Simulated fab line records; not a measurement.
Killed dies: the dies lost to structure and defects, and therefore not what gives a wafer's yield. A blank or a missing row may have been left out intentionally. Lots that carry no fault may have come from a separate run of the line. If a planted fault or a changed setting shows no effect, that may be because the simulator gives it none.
A lot that was struck, set against a sound lot	flow sky130	14 out of 708 route steps
Sound: the wafers L870.1, L870.2, L870.3. The struck wafers were L876.2, L876.4, L876.6. The cause is given at the end.
Per side, at each step with rows, come the tool, then ch with its chambers, and then its first start. Under that, the readings that differ: sound wafers	struck wafers	difference of the means	sigmas: that difference in standard deviations of wafers without a fault.
alike: readings with means less than 2 such deviations apart, plus words and numbers identical on both sides. not compared: withheld readings, readings lacking a value on some wafer, bounds such as >300 that could conceal the same value, and numbers that have no deviation in the record and whose values overlap.
A row with sigmas, a row that says differs or no value, or rows on one side alone: a step with any of these is where the two part. Numbers that don't overlap but have no deviation are shown without sigmas and don't part them. A reading missing from all wafers of one side parts the sides only when that side holds two or more wafers.

first, 4 steps without rows for these wafers: SKY_VIA2_CLEAN_18 (cleans in IPA, time 180 s); SKY_VIA2_CLEAN_19 (cleans in O3/DIW); SKY_VIA2_SPUTTER_20 (material TiN, target thk 20 nm, time 80 s); SKY_VIA2_CVD_21 (deposits W, target thk 420 nm, time 126.4 s).
SKY_VIA2_RS_MEAS_22: measurement is done with a four-point probe.
  struck on film-metro-01, day 41 05:12; sound on film-metro-04, day 39 11:16
  alike: VIA2_W_RS
SKY_VIA2_THK_MEAS_23: measures by xrf.
  struck on film-metro-01, day 41 05:19; sound on film-metro-04, day 39 11:23
  alike: VIA2_W_THK
SKY_VIA2_CMP_24: polishes, stops on SiO2, t overpolish 20 s, target thk 0 nm.
  sound on cmp-02 ch 0,1,3, day 39 11:29; struck on cmp-02 ch 0,2,3, day 41 05:22
  alike: motor-current-A, overpolish-run-s, time-to-endpoint-s
SKY_METAL3_SPUTTER_00: material Ti, target thk 15 nm, time 10 s.
  struck on pvd-sputter-01, day 41 05:40; sound on pvd-sputter-01, day 39 11:44
  alike: throttle-valve-pct
then, 1 step without rows for these wafers: SKY_METAL3_SPUTTER_01 (material TiN, target thk 20 nm, time 16.7 s).
SKY_METAL3_SPUTTER_02: material AlCu, target thk 735 nm, time 39.1 s.
  struck on pvd-sputter-01, day 41 05:43; sound on pvd-sputter-01, day 39 11:47
  alike: throttle-valve-pct
SKY_METAL3_SPUTTER_03: material Ti, target thk 5 nm, time 3.3 s.
  struck on pvd-sputter-01, day 41 05:45; sound on pvd-sputter-01, day 39 11:49
  alike: throttle-valve-pct
SKY_METAL3_SPUTTER_04: material TiN, target thk 70 nm, time 58.3 s.
  struck on pvd-sputter-01, day 41 05:46; sound on pvd-sputter-01, day 39 11:50
  alike: throttle-valve-pct
SKY_CAPM_CVD_00: deposits SiO2, target thk 15.5 nm.
  sound on pecvd-01 ch 0,1,2, day 39 11:53; struck on pecvd-01 ch 0,1,2, day 41 06:00
  alike: heater-power-outer-w, heater-power-w
SKY_CAPM_THK_MEAS_01:
  struck on film-metro-02, day 41 06:16; sound on film-metro-03, day 39 11:55
reading	sound	struck	difference	sigmas
CAPM_CVD_00_THK (nm)	15.26 15.55 15.51	30.92 30.89 30.72	+15.40	+77

## WHERE THEY PART
Only at SKY_CAPM_THK_MEAS_01, within this record.

WHY: what had been put in by the simulator
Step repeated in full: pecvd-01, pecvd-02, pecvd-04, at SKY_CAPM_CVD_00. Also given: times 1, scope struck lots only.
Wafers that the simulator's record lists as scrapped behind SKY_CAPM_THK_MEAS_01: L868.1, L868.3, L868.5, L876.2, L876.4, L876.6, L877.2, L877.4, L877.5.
